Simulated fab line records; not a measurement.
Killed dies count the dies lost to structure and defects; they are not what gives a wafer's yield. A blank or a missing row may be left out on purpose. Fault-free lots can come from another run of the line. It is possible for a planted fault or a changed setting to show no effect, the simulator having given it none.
Which tool was responsible? || flow gf180mcu || 24 lots with 72 wafers sampled at 6 steps, on a route of 602 steps

WHAT THE GAUGES READ, wafer by wafer
GF_M1_THK_MEAS_06: measures by xrf. Usual: for M1_ALCU_THK the level is 442 nm and the standard deviation is 6.3.
{"lot": "L074", "measured": "day 16 06:50", "on": "film metro-01", "M1_ALCU_THK (nm)": "435 438 437", "flag": ""}
{"lot": "L075", "measured": "day 16 20:22", "on": "film metro-04", "M1_ALCU_THK (nm)": "437 435 435", "flag": ""}
{"lot": "L076", "measured": "day 17 05:22", "on": "film metro-01", "M1_ALCU_THK (nm)": "452 452 445", "flag": ""}
{"lot": "L077", "measured": "day 17 18:59", "on": "film metro-03", "M1_ALCU_THK (nm)": "436 438 434", "flag": ""}
{"lot": "L078", "measured": "day 18 02:59", "on": "film metro-03", "M1_ALCU_THK (nm)": "443 437 442", "flag": ""}
{"lot": "L079", "measured": "day 18 18:07", "on": "film metro-04", "M1_ALCU_THK (nm)": "451 452 450", "flag": ""}
{"lot": "L080", "measured": "day 19 03:37", "on": "film metro-04", "M1_ALCU_THK (nm)": "422 427 433", "flag": ""}
{"lot": "L081", "measured": "day 19 21:13", "on": "film metro-01", "M1_ALCU_THK (nm)": "440 442 445", "flag": ""}
{"lot": "L082", "measured": "day 19 21:49", "on": "film metro-01", "M1_ALCU_THK (nm)": "435 435 439", "flag": ""}
{"lot": "L083", "measured": "day 20 02:29", "on": "film metro-01", "M1_ALCU_THK (nm)": "439 444 447", "flag": ""}
{"lot": "L084", "measured": "day 20 13:29", "on": "film metro-03", "M1_ALCU_THK (nm)": "449 444 448", "flag": ""}
{"lot": "L085", "measured": "day 20 14:57", "on": "film metro-01", "M1_ALCU_THK (nm)": "447 447 448", "flag": ""}
{"lot": "L086", "measured": "day 20 21:18", "on": "film metro-03", "M1_ALCU_THK (nm)": "446 439 437", "flag": ""}
{"lot": "L087", "measured": "day 21 09:36", "on": "film metro-03", "M1_ALCU_THK (nm)": "447 449 448", "flag": ""}
{"lot": "L088", "measured": "day 21 18:40", "on": "film metro-01", "M1_ALCU_THK (nm)": "441 439 440", "flag": ""}
{"lot": "L089", "measured": "day 22 07:32", "on": "film metro-03", "M1_ALCU_THK (nm)": "439 439 437", "flag": ""}
{"lot": "L090", "measured": "day 22 10:25", "on": "film metro-03", "M1_ALCU_THK (nm)": "438 439 438", "flag": ""}
{"lot": "L091", "measured": "day 22 16:38", "on": "film metro-04", "M1_ALCU_THK (nm)": "444 445 445", "flag": ""}
{"lot": "L092", "measured": "day 22 22:33", "on": "film metro-01", "M1_ALCU_THK (nm)": "451 456 451", "flag": ""}
{"lot": "L094", "measured": "day 23 12:25", "on": "film metro-04", "M1_ALCU_THK (nm)": "448 439 441", "flag": ""}
{"lot": "L093", "measured": "day 23 16:07", "on": "film metro-04", "M1_ALCU_THK (nm)": "435 439 443", "flag": ""}
{"lot": "L095", "measured": "day 23 19:07", "on": "film metro-04", "M1_ALCU_THK (nm)": "439 442 437", "flag": ""}
{"lot": "L096", "measured": "day 24 09:49", "on": "film metro-01", "M1_ALCU_THK (nm)": "447 444 451", "flag": ""}
{"lot": "L097", "measured": "day 24 16:11", "on": "film metro-04", "M1_ALCU_THK (nm)": "445 439 436", "flag": ""}

GF_V2_RS_MEAS_24: uses a four-point probe to measure. Usual: for V2_W_RS the level is 0.322 ohm/sq and the standard deviation is 0.0063.
{"lot": "L074", "measured": "day 20 12:58", "on": "film metro-03", "V2_W_RS (ohm/sq)": "0.312 0.313 0.323", "flag": ""}
{"lot": "L075", "measured": "day 21 03:05", "on": "film metro-03", "V2_W_RS (ohm/sq)": "0.319 0.325 0.326", "flag": ""}
{"lot": "L076", "measured": "day 21 10:48", "on": "film metro-03", "V2_W_RS (ohm/sq)": "0.326 0.325 0.316", "flag": ""}
{"lot": "L077", "measured": "day 22 02:53", "on": "film metro-03", "V2_W_RS (ohm/sq)": "0.315 0.328 0.326", "flag": ""}
{"lot": "L078", "measured": "day 22 09:27", "on": "film metro-02", "V2_W_RS (ohm/sq)": "0.328 0.319 0.332", "flag": ""}
{"lot": "L079", "measured": "day 22 23:41", "on": "film metro-02", "V2_W_RS (ohm/sq)": "0.331 0.318 0.334", "flag": ""}
{"lot": "L080", "measured": "day 23 09:11", "on": "film metro-03", "V2_W_RS (ohm/sq)": "0.313 0.324 0.316", "flag": ""}
{"lot": "L081", "measured": "day 24 03:51", "on": "film metro-02", "V2_W_RS (ohm/sq)": "0.324 0.315 0.314", "flag": ""}
{"lot": "L082", "measured": "day 24 03:14", "on": "film metro-01", "V2_W_RS (ohm/sq)": "0.315 0.324 0.324", "flag": ""}
{"lot": "L083", "measured": "day 24 07:54", "on": "film metro-01", "V2_W_RS (ohm/sq)": "0.330 0.327 0.330", "flag": ""}
{"lot": "L084", "measured": "day 24 16:09", "on": "film metro-01", "V2_W_RS (ohm/sq)": "0.330 0.325 0.328", "flag": ""}
{"lot": "L085", "measured": "day 24 19:16", "on": "film metro-01", "V2_W_RS (ohm/sq)": "0.329 0.328 0.318", "flag": ""}
{"lot": "L086", "measured": "day 24 23:22", "on": "film metro-02", "V2_W_RS (ohm/sq)": "0.325 0.328 0.315", "flag": ""}
{"lot": "L087", "measured": "day 25 10:42", "on": "film metro-01", "V2_W_RS (ohm/sq)": "0.330 0.321 0.320", "flag": ""}
{"lot": "L088", "measured": "day 25 19:17", "on": "film metro-01", "V2_W_RS (ohm/sq)": "0.316 0.331 0.312", "flag": ""}
{"lot": "L089", "measured": "day 26 07:31", "on": "film metro-02", "V2_W_RS (ohm/sq)": "0.312 0.316 0.313", "flag": ""}
{"lot": "L090", "measured": "day 26 09:09", "on": "film metro-03", "V2_W_RS (ohm/sq)": "0.320 0.333 0.336", "flag": ""}
{"lot": "L091", "measured": "day 26 17:11", "on": "film metro-01", "V2_W_RS (ohm/sq)": "0.314 0.324 0.310", "flag": ""}
{"lot": "L092", "measured": "day 26 19:02", "on": "film metro-02", "V2_W_RS (ohm/sq)": "0.319 0.325 0.327", "flag": ""}
{"lot": "L094", "measured": "day 27 09:44", "on": "film metro-01", "V2_W_RS (ohm/sq)": "0.321 0.332 0.329", "flag": ""}
{"lot": "L093", "measured": "day 27 11:11", "on": "film metro-02", "V2_W_RS (ohm/sq)": "0.332 0.327 0.323", "flag": ""}
{"lot": "L095", "measured": "day 27 14:48", "on": "film metro-02", "V2_W_RS (ohm/sq)": "0.328 0.319 0.328", "flag": ""}
{"lot": "L096", "measured": "day 28 04:33", "on": "film metro-02", "V2_W_RS (ohm/sq)": "0.330 0.330 0.321", "flag": ""}
{"lot": "L097", "measured": "day 28 10:34", "on": "film metro-01", "V2_W_RS (ohm/sq)": "0.324 0.326 0.315", "flag": ""}

GF_PASSIVATION_BOW_MEAS_14. Usual: for PASSIVATION_BOW the level is 139 um and the standard deviation is 11.
{"lot": "L074", "measured": "day 29 09:07", "on": "film metro-03", "PASSIVATION_BOW (um)": "154 153 152", "flag": ""}
{"lot": "L075", "measured": "day 29 19:58", "on": "film metro-03", "PASSIVATION_BOW (um)": "148 149 149", "flag": ""}
{"lot": "L076", "measured": "day 30 02:13", "on": "film metro-01", "PASSIVATION_BOW (um)": "120 129 136", "flag": ""}
{"lot": "L077", "measured": "day 30 13:28", "on": "film metro-02", "PASSIVATION_BOW (um)": "146 144 145", "flag": ""}
{"lot": "L078", "measured": "day 30 20:26", "on": "film metro-03", "PASSIVATION_BOW (um)": "145 146 147", "flag": ""}
{"lot": "L079", "measured": "day 31 05:38", "on": "film metro-01", "PASSIVATION_BOW (um)": "131 132 142", "flag": ""}
{"lot": "L080", "measured": "day 31 12:34", "on": "film metro-03", "PASSIVATION_BOW (um)": "128 121 132", "flag": ""}
{"lot": "L081", "measured": "day 32 04:29", "on": "film metro-03", "PASSIVATION_BOW (um)": "134 147 135", "flag": ""}
{"lot": "L082", "measured": "day 32 03:37", "on": "film metro-02", "PASSIVATION_BOW (um)": "148 143 155", "flag": ""}
{"lot": "L083", "measured": "day 32 08:11", "on": "film metro-02", "PASSIVATION_BOW (um)": "150 148 135", "flag": ""}
{"lot": "L084", "measured": "day 32 14:56", "on": "film metro-02", "PASSIVATION_BOW (um)": "132 140 121", "flag": ""}
{"lot": "L085", "measured": "day 32 17:17", "on": "film metro-03", "PASSIVATION_BOW (um)": "143 145 145", "flag": ""}
{"lot": "L086", "measured": "day 32 18:52", "on": "film metro-03", "PASSIVATION_BOW (um)": "149 152 163", "flag": ""}
{"lot": "L087", "measured": "day 33 05:22", "on": "film metro-02", "PASSIVATION_BOW (um)": "144 153 137", "flag": ""}
{"lot": "L088", "measured": "day 33 10:26", "on": "film metro-03", "PASSIVATION_BOW (um)": "128 136 139", "flag": ""}
{"lot": "L089", "measured": "day 33 20:27", "on": "film metro-01", "PASSIVATION_BOW (um)": "145 143 146", "flag": ""}
{"lot": "L090", "measured": "day 33 23:08", "on": "film metro-03", "PASSIVATION_BOW (um)": "122 144 135", "flag": ""}
{"lot": "L091", "measured": "day 34 03:25", "on": "film metro-03", "PASSIVATION_BOW (um)": "141 136 145", "flag": ""}
{"lot": "L092", "measured": "day 34 05:34", "on": "film metro-01", "PASSIVATION_BOW (um)": "129 149 137", "flag": ""}
{"lot": "L094", "measured": "day 34 17:22", "on": "film metro-02", "PASSIVATION_BOW (um)": "119 131 128", "flag": ""}
{"lot": "L093", "measured": "day 34 18:53", "on": "film metro-03", "PASSIVATION_BOW (um)": "123 139 142", "flag": ""}
{"lot": "L095", "measured": "day 34 20:22", "on": "film metro-03", "PASSIVATION_BOW (um)": "132 146 128", "flag": ""}
{"lot": "L096", "measured": "day 35 05:23", "on": "film metro-02", "PASSIVATION_BOW (um)": "123 113 123", "flag": ""}
{"lot": "L097", "measured": "day 35 12:47", "on": "film metro-02", "PASSIVATION_BOW (um)": "152 149 157", "flag": ""}

TOOL THAT RAN EACH LOT (tool first, then ch and the chambers of the sampled wafers, then the start)
{"lot": "L074", "GF_V1_SPUTTER_21": "pvd sputter-02, day 18 08:23", "GF_M2_METAL_ETCH_16": "rie metal-03 ch 0, day 19 10:37", "GF_V2_CMP_04": "cmp-02 ch 1,3, day 19 11:35"}
{"lot": "L075", "GF_V1_SPUTTER_21": "pvd sputter-03, day 18 23:22", "GF_M2_METAL_ETCH_16": "rie metal-01 ch 0,1, day 20 00:40", "GF_V2_CMP_04": "cmp-01 ch 0,1, day 20 01:44"}
{"lot": "L076", "GF_V1_SPUTTER_21": "pvd sputter-02, day 19 06:41", "GF_M2_METAL_ETCH_16": "rie metal-02 ch 0,1, day 20 07:49", "GF_V2_CMP_04": "cmp-01 ch 1,3, day 20 08:48"}
{"lot": "L077", "GF_V1_SPUTTER_21": "pvd sputter-01, day 19 23:07", "GF_M2_METAL_ETCH_16": "rie metal-01 ch 0,1, day 21 00:28", "GF_V2_CMP_04": "cmp-01 ch 0,2,3, day 21 01:26"}
{"lot": "L078", "GF_V1_SPUTTER_21": "pvd sputter-01, day 20 05:53", "GF_M2_METAL_ETCH_16": "rie metal-02 ch 0,1, day 21 07:31", "GF_V2_CMP_04": "cmp-02 ch 0,1,2, day 21 08:31"}
{"lot": "L079", "GF_V1_SPUTTER_21": "pvd sputter-01, day 20 21:19", "GF_M2_METAL_ETCH_16": "rie metal-03 ch 0,1, day 21 21:52", "GF_V2_CMP_04": "cmp-01 ch 0,1, day 21 22:47"}
{"lot": "L080", "GF_V1_SPUTTER_21": "pvd sputter-02, day 21 07:08", "GF_M2_METAL_ETCH_16": "rie metal-02 ch 0,1, day 22 08:13", "GF_V2_CMP_04": "cmp-02 ch 1,3, day 22 09:11"}
{"lot": "L081", "GF_V1_SPUTTER_21": "pvd sputter-01, day 22 01:41", "GF_M2_METAL_ETCH_16": "rie metal-02 ch 0,1, day 23 02:49", "GF_V2_CMP_04": "cmp-01 ch 0,2,3, day 23 03:46"}
{"lot": "L082", "GF_V1_SPUTTER_21": "pvd sputter-03, day 22 01:40", "GF_M2_METAL_ETCH_16": "rie metal-01 ch 0,1, day 23 01:52", "GF_V2_CMP_04": "cmp-02 ch 0,2,3, day 23 02:47"}
{"lot": "L083", "GF_V1_SPUTTER_21": "pvd sputter-03, day 22 05:20", "GF_M2_METAL_ETCH_16": "rie metal-01 ch 0, day 23 05:28", "GF_V2_CMP_04": "cmp-01 ch 0,1,3, day 23 06:29"}
{"lot": "L084", "GF_V1_SPUTTER_21": "pvd sputter-02, day 22 15:08", "GF_M2_METAL_ETCH_16": "rie metal-03 ch 0,1, day 23 14:55", "GF_V2_CMP_04": "cmp-01 ch 1,3, day 23 15:56"}
{"lot": "L085", "GF_V1_SPUTTER_21": "pvd sputter-02, day 22 17:32", "GF_M2_METAL_ETCH_16": "rie metal-01 ch 0,1, day 23 17:21", "GF_V2_CMP_04": "cmp-01 ch 0,1,2, day 23 18:41"}
{"lot": "L086", "GF_V1_SPUTTER_21": "pvd sputter-03, day 22 22:47", "GF_M2_METAL_ETCH_16": "rie metal-03 ch 0,1, day 23 22:37", "GF_V2_CMP_04": "cmp-02 ch 0,1,3, day 23 23:41"}
{"lot": "L087", "GF_V1_SPUTTER_21": "pvd sputter-03, day 23 10:35", "GF_M2_METAL_ETCH_16": "rie metal-03 ch 0,1, day 24 10:22", "GF_V2_CMP_04": "cmp-02 ch 1,3, day 24 11:17"}
{"lot": "L088", "GF_V1_SPUTTER_21": "pvd sputter-02, day 23 19:58", "GF_M2_METAL_ETCH_16": "rie metal-03 ch 0,1, day 24 18:55", "GF_V2_CMP_04": "cmp-02 ch 0,3, day 24 19:51"}
{"lot": "L089", "GF_V1_SPUTTER_21": "pvd sputter-03, day 24 08:44", "GF_M2_METAL_ETCH_16": "rie metal-02 ch 0,1, day 25 07:46", "GF_V2_CMP_04": "cmp-02 ch 0,1,3, day 25 08:47"}
{"lot": "L090", "GF_V1_SPUTTER_21": "pvd sputter-03, day 24 10:08", "GF_M2_METAL_ETCH_16": "rie metal-01 ch 0,1, day 25 09:19", "GF_V2_CMP_04": "cmp-02 ch 1,2,3, day 25 10:29"}
{"lot": "L091", "GF_V1_SPUTTER_21": "pvd sputter-03, day 24 17:28", "GF_M2_METAL_ETCH_16": "rie metal-02 ch 0,1, day 25 16:57", "GF_V2_CMP_04": "cmp-02 ch 1,2, day 25 17:50"}
{"lot": "L092", "GF_V1_SPUTTER_21": "pvd sputter-03, day 24 22:00", "GF_M2_METAL_ETCH_16": "rie metal-03 ch 0,1, day 25 20:10", "GF_V2_CMP_04": "cmp-02 ch 0,1,2, day 25 21:05"}
{"lot": "L094", "GF_V1_SPUTTER_21": "pvd sputter-02, day 25 12:01", "GF_M2_METAL_ETCH_16": "rie metal-01 ch 0,1, day 26 10:22", "GF_V2_CMP_04": "cmp-02 ch 0,2,3, day 26 11:26"}
{"lot": "L093", "GF_V1_SPUTTER_21": "pvd sputter-03, day 25 14:05", "GF_M2_METAL_ETCH_16": "rie metal-02 ch 0,1, day 26 12:28", "GF_V2_CMP_04": "cmp-02 ch 1,2, day 26 13:23"}
{"lot": "L095", "GF_V1_SPUTTER_21": "pvd sputter-01, day 25 17:50", "GF_M2_METAL_ETCH_16": "rie metal-01 ch 0,1, day 26 15:49", "GF_V2_CMP_04": "cmp-01 ch 0,2,3, day 26 16:44"}
{"lot": "L096", "GF_V1_SPUTTER_21": "pvd sputter-02, day 26 07:40", "GF_M2_METAL_ETCH_16": "rie metal-03 ch 1, day 27 05:49", "GF_V2_CMP_04": "cmp-02 ch 0,1,3, day 27 06:52"}
{"lot": "L097", "GF_V1_SPUTTER_21": "pvd sputter-01, day 26 13:50", "GF_M2_METAL_ETCH_16": "rie metal-02 ch 1, day 27 11:00", "GF_V2_CMP_04": "cmp-01 ch 1,2,3, day 27 12:01"}
- GF_V1_SPUTTER_21: material Ti, target thk 15 nm, time 80.02 s.
- GF_M2_METAL_ETCH_16: etches the open film in Cl2/BCl3, stops on SiO2, target depth 750.8 nm, time 125.1 s.
- GF_V2_CMP_04: polishes SiO2.

AS READ BY THE TOOLS THEMSELVES (means over the sampled wafers that have a number; for cases with no such wafer, the mark the record gives instead)
GF_V1_SPUTTER_21. Usual: throttle valve pct at 30.3 %, with a standard deviation of 1.2.
{"lot": "L074", "tool": "pvd sputter-02", "throttle valve pct (%)": 28.3, "flag": ""}
{"lot": "L075", "tool": "pvd sputter-03", "throttle valve pct (%)": 31.1, "flag": ""}
{"lot": "L076", "tool": "pvd sputter-02", "throttle valve pct (%)": 29.4, "flag": ""}
{"lot": "L077", "tool": "pvd sputter-01", "throttle valve pct (%)": 31.0, "flag": ""}
{"lot": "L078", "tool": "pvd sputter-01", "throttle valve pct (%)": 29.8, "flag": ""}
{"lot": "L079", "tool": "pvd sputter-01", "throttle valve pct (%)": 29.3, "flag": ""}
{"lot": "L080", "tool": "pvd sputter-02", "throttle valve pct (%)": 30.0, "flag": ""}
{"lot": "L081", "tool": "pvd sputter-01", "throttle valve pct (%)": 30.2, "flag": ""}
{"lot": "L082", "tool": "pvd sputter-03", "throttle valve pct (%)": 30.6, "flag": ""}
{"lot": "L083", "tool": "pvd sputter-03", "throttle valve pct (%)": 30.3, "flag": ""}
{"lot": "L084", "tool": "pvd sputter-02", "throttle valve pct (%)": 28.7, "flag": ""}
{"lot": "L085", "tool": "pvd sputter-02", "throttle valve pct (%)": 28.8, "flag": ""}
{"lot": "L086", "tool": "pvd sputter-03", "throttle valve pct (%)": 31.2, "flag": ""}
{"lot": "L087", "tool": "pvd sputter-03", "throttle valve pct (%)": 30.9, "flag": ""}
{"lot": "L088", "tool": "pvd sputter-02", "throttle valve pct (%)": 29.8, "flag": ""}
{"lot": "L089", "tool": "pvd sputter-03", "throttle valve pct (%)": 31.1, "flag": ""}
{"lot": "L090", "tool": "pvd sputter-03", "throttle valve pct (%)": 30.8, "flag": ""}
{"lot": "L091", "tool": "pvd sputter-03", "throttle valve pct (%)": 31.2, "flag": ""}
{"lot": "L092", "tool": "pvd sputter-03", "throttle valve pct (%)": 30.6, "flag": ""}
{"lot": "L094", "tool": "pvd sputter-02", "throttle valve pct (%)": 29.2, "flag": ""}
{"lot": "L093", "tool": "pvd sputter-03", "throttle valve pct (%)": 31.3, "flag": ""}
{"lot": "L095", "tool": "pvd sputter-01", "throttle valve pct (%)": 29.6, "flag": ""}
{"lot": "L096", "tool": "pvd sputter-02", "throttle valve pct (%)": 29.1, "flag": ""}
{"lot": "L097", "tool": "pvd sputter-01", "throttle valve pct (%)": 30.7, "flag": ""}

GF_M2_METAL_ETCH_16. Usual: drypump motor current A 5.9 A, standard deviation 0.33; mfc cl2 sccm 80.00 sccm, standard deviation 0.22; oes product au 0.993 a.u., standard deviation 0.0055; throttle valve pct 28.228 %, standard deviation 0.011.
{"lot": "L074", "tool": "rie metal-03", "drypump motor current A (A)": 6.3, "mfc cl2 sccm (sccm)": 80.11, "oes product au (a.u.)": 0.993, "throttle valve pct (%)": 28.224, "flag": ""}
{"lot": "L075", "tool": "rie metal-01", "drypump motor current A (A)": 5.9, "mfc cl2 sccm (sccm)": 80.17, "oes product au (a.u.)": 0.985, "throttle valve pct (%)": 28.231, "flag": ""}
{"lot": "L076", "tool": "rie metal-02", "drypump motor current A (A)": 6.0, "mfc cl2 sccm (sccm)": 80.10, "oes product au (a.u.)": 0.992, "throttle valve pct (%)": 28.224, "flag": ""}
{"lot": "L077", "tool": "rie metal-01", "drypump motor current A (A)": 5.9, "mfc cl2 sccm (sccm)": 79.93, "oes product au (a.u.)": 0.989, "throttle valve pct (%)": 28.234, "flag": ""}
{"lot": "L078", "tool": "rie metal-02", "drypump motor current A (A)": 6.0, "mfc cl2 sccm (sccm)": 80.00, "oes product au (a.u.)": 0.995, "throttle valve pct (%)": 28.234, "flag": ""}
{"lot": "L079", "tool": "rie metal-03", "drypump motor current A (A)": 6.1, "mfc cl2 sccm (sccm)": 80.09, "oes product au (a.u.)": 0.993, "throttle valve pct (%)": 28.238, "flag": ""}
{"lot": "L080", "tool": "rie metal-02", "drypump motor current A (A)": 6.0, "mfc cl2 sccm (sccm)": 79.87, "oes product au (a.u.)": 0.992, "throttle valve pct (%)": 28.234, "flag": ""}
{"lot": "L081", "tool": "rie metal-02", "drypump motor current A (A)": 6.0, "mfc cl2 sccm (sccm)": 80.03, "oes product au (a.u.)": 0.994, "throttle valve pct (%)": 28.225, "flag": ""}
{"lot": "L082", "tool": "rie metal-01", "drypump motor current A (A)": 5.9, "mfc cl2 sccm (sccm)": 80.10, "oes product au (a.u.)": 0.986, "throttle valve pct (%)": 28.227, "flag": ""}
{"lot": "L083", "tool": "rie metal-01", "drypump motor current A (A)": 6.2, "mfc cl2 sccm (sccm)": 80.17, "oes product au (a.u.)": 0.992, "throttle valve pct (%)": 28.232, "flag": ""}
{"lot": "L084", "tool": "rie metal-03", "drypump motor current A (A)": 6.1, "mfc cl2 sccm (sccm)": 80.01, "oes product au (a.u.)": 1.000, "throttle valve pct (%)": 28.230, "flag": ""}
{"lot": "L085", "tool": "rie metal-01", "drypump motor current A (A)": 5.6, "mfc cl2 sccm (sccm)": 79.95, "oes product au (a.u.)": 0.990, "throttle valve pct (%)": 28.236, "flag": ""}
{"lot": "L086", "tool": "rie metal-03", "drypump motor current A (A)": 5.8, "mfc cl2 sccm (sccm)": 80.06, "oes product au (a.u.)": 0.995, "throttle valve pct (%)": 28.218, "flag": ""}
{"lot": "L087", "tool": "rie metal-03", "drypump motor current A (A)": 6.1, "mfc cl2 sccm (sccm)": 79.57, "oes product au (a.u.)": 0.999, "throttle valve pct (%)": 28.228, "flag": ""}
{"lot": "L088", "tool": "rie metal-03", "drypump motor current A (A)": 5.8, "mfc cl2 sccm (sccm)": 80.26, "oes product au (a.u.)": 0.998, "throttle valve pct (%)": 28.223, "flag": ""}
{"lot": "L089", "tool": "rie metal-02", "drypump motor current A (A)": 6.0, "mfc cl2 sccm (sccm)": 79.85, "oes product au (a.u.)": 0.990, "throttle valve pct (%)": 28.225, "flag": ""}
{"lot": "L090", "tool": "rie metal-01", "drypump motor current A (A)": 5.6, "mfc cl2 sccm (sccm)": 79.78, "oes product au (a.u.)": 0.993, "throttle valve pct (%)": 28.225, "flag": ""}
{"lot": "L091", "tool": "rie metal-02", "drypump motor current A (A)": 6.0, "mfc cl2 sccm (sccm)": 80.12, "oes product au (a.u.)": 0.995, "throttle valve pct (%)": 28.219, "flag": ""}
{"lot": "L092", "tool": "rie metal-03", "drypump motor current A (A)": 5.8, "mfc cl2 sccm (sccm)": 79.98, "oes product au (a.u.)": 0.991, "throttle valve pct (%)": 28.213, "flag": ""}
{"lot": "L094", "tool": "rie metal-01", "drypump motor current A (A)": 5.9, "mfc cl2 sccm (sccm)": 80.05, "oes product au (a.u.)": 0.988, "throttle valve pct (%)": 28.228, "flag": ""}
{"lot": "L093", "tool": "rie metal-02", "drypump motor current A (A)": 6.0, "mfc cl2 sccm (sccm)": 79.88, "oes product au (a.u.)": 0.998, "throttle valve pct (%)": 28.234, "flag": ""}
{"lot": "L095", "tool": "rie metal-01", "drypump motor current A (A)": 5.9, "mfc cl2 sccm (sccm)": 80.13, "oes product au (a.u.)": 0.993, "throttle valve pct (%)": 28.229, "flag": ""}
{"lot": "L096", "tool": "rie metal-03", "drypump motor current A (A)": 5.6, "mfc cl2 sccm (sccm)": 79.87, "oes product au (a.u.)": 0.999, "throttle valve pct (%)": 28.218, "flag": ""}
{"lot": "L097", "tool": "rie metal-02", "drypump motor current A (A)": 6.0, "mfc cl2 sccm (sccm)": 80.06, "oes product au (a.u.)": 0.995, "throttle valve pct (%)": 28.224, "flag": ""}

GF_V2_CMP_04. Usual: motor current A 12.2 A, standard deviation 0.72; platen rpm 60.00 rpm, standard deviation 0.039; retaining ring pressure frac 0.999, standard deviation 0.0048; time to endpoint s 78 s, standard deviation 6.
{"lot": "L074", "tool": "cmp-02", "motor current A (A)": 12.4, "platen rpm (rpm)": 60.01, "retaining ring pressure frac": 1.002, "time to endpoint s (s)": 86, "flag": ""}
{"lot": "L075", "tool": "cmp-01", "motor current A (A)": 12.8, "platen rpm (rpm)": 59.96, "retaining ring pressure frac": 0.999, "time to endpoint s (s)": 81, "flag": ""}
{"lot": "L076", "tool": "cmp-01", "motor current A (A)": 12.5, "platen rpm (rpm)": 59.99, "retaining ring pressure frac": 1.003, "time to endpoint s (s)": 84, "flag": ""}
{"lot": "L077", "tool": "cmp-01", "motor current A (A)": 12.2, "platen rpm (rpm)": 60.02, "retaining ring pressure frac": 1.002, "time to endpoint s (s)": 84, "flag": ""}
{"lot": "L078", "tool": "cmp-02", "motor current A (A)": 11.9, "platen rpm (rpm)": 60.00, "retaining ring pressure frac": 1.000, "time to endpoint s (s)": 80, "flag": ""}
{"lot": "L079", "tool": "cmp-01", "motor current A (A)": 12.0, "platen rpm (rpm)": 60.00, "retaining ring pressure frac": 0.998, "time to endpoint s (s)": 83, "flag": ""}
{"lot": "L080", "tool": "cmp-02", "motor current A (A)": 12.3, "platen rpm (rpm)": 60.01, "retaining ring pressure frac": 1.004, "time to endpoint s (s)": 81, "flag": ""}
{"lot": "L081", "tool": "cmp-01", "motor current A (A)": 12.2, "platen rpm (rpm)": 59.98, "retaining ring pressure frac": 0.997, "time to endpoint s (s)": 81, "flag": ""}
{"lot": "L082", "tool": "cmp-02", "motor current A (A)": 11.7, "platen rpm (rpm)": 60.00, "retaining ring pressure frac": 1.001, "time to endpoint s (s)": 71, "flag": ""}
{"lot": "L083", "tool": "cmp-01", "motor current A (A)": 12.6, "platen rpm (rpm)": 60.00, "retaining ring pressure frac": 1.002, "time to endpoint s (s)": 81, "flag": ""}
{"lot": "L084", "tool": "cmp-01", "motor current A (A)": 12.9, "platen rpm (rpm)": 60.02, "retaining ring pressure frac": 1.000, "time to endpoint s (s)": 88, "flag": ""}
{"lot": "L085", "tool": "cmp-01", "motor current A (A)": 12.4, "platen rpm (rpm)": 59.99, "retaining ring pressure frac": 0.997, "time to endpoint s (s)": 79, "flag": ""}
{"lot": "L086", "tool": "cmp-02", "motor current A (A)": 12.1, "platen rpm (rpm)": 59.99, "retaining ring pressure frac": 1.002, "time to endpoint s (s)": 75, "flag": ""}
{"lot": "L087", "tool": "cmp-02", "motor current A (A)": 12.7, "platen rpm (rpm)": 60.04, "retaining ring pressure frac": 1.002, "time to endpoint s (s)": 79, "flag": ""}
{"lot": "L088", "tool": "cmp-02", "motor current A (A)": 11.9, "platen rpm (rpm)": 59.99, "retaining ring pressure frac": 0.997, "time to endpoint s (s)": 76, "flag": ""}
{"lot": "L089", "tool": "cmp-02", "motor current A (A)": 12.5, "platen rpm (rpm)": 59.97, "retaining ring pressure frac": 1.002, "time to endpoint s (s)": 76, "flag": ""}
{"lot": "L090", "tool": "cmp-02", "motor current A (A)": 12.3, "platen rpm (rpm)": 60.02, "retaining ring pressure frac": 1.003, "time to endpoint s (s)": 70, "flag": ""}
{"lot": "L091", "tool": "cmp-02", "motor current A (A)": 12.0, "platen rpm (rpm)": 60.00, "retaining ring pressure frac": 1.003, "time to endpoint s (s)": 75, "flag": ""}
{"lot": "L092", "tool": "cmp-02", "motor current A (A)": 11.6, "platen rpm (rpm)": 59.98, "retaining ring pressure frac": 1.000, "time to endpoint s (s)": 72, "flag": ""}
{"lot": "L094", "tool": "cmp-02", "motor current A (A)": 12.0, "platen rpm (rpm)": 59.99, "retaining ring pressure frac": 0.995, "time to endpoint s (s)": 82, "flag": ""}
{"lot": "L093", "tool": "cmp-02", "motor current A (A)": 12.2, "platen rpm (rpm)": 60.00, "retaining ring pressure frac": 1.000, "time to endpoint s (s)": 78, "flag": ""}
{"lot": "L095", "tool": "cmp-01", "motor current A (A)": 12.2, "platen rpm (rpm)": 60.01, "retaining ring pressure frac": 1.000, "time to endpoint s (s)": 75, "flag": ""}
{"lot": "L096", "tool": "cmp-02", "motor current A (A)": 12.0, "platen rpm (rpm)": 59.99, "retaining ring pressure frac": 1.001, "time to endpoint s (s)": 82, "flag": ""}
{"lot": "L097", "tool": "cmp-01", "motor current A (A)": 12.5, "platen rpm (rpm)": 60.03, "retaining ring pressure frac": 1.004, "time to endpoint s (s)": 75, "flag": ""}

THE ANSWER, worked out from the rows above alone
Rule: take the mean of a lot's wafers that have a number; if it is more than 3 standard deviations from the usual mean, the lot is off. Also off: a lot with no number at a reading for which 4 or more lots have one. Any other lot the step has rows for is counted as sound. First the gauges in route order, then the tools' own readings, where a lot's mean is used as printed above. At the first step where some lot is off, the reading lying furthest off is the one used; lots without a number count as furthest.
Across all readings shown, no lot is off: no conclusion can be drawn from this.

WHAT WAS PUT IN BY THE SIMULATOR
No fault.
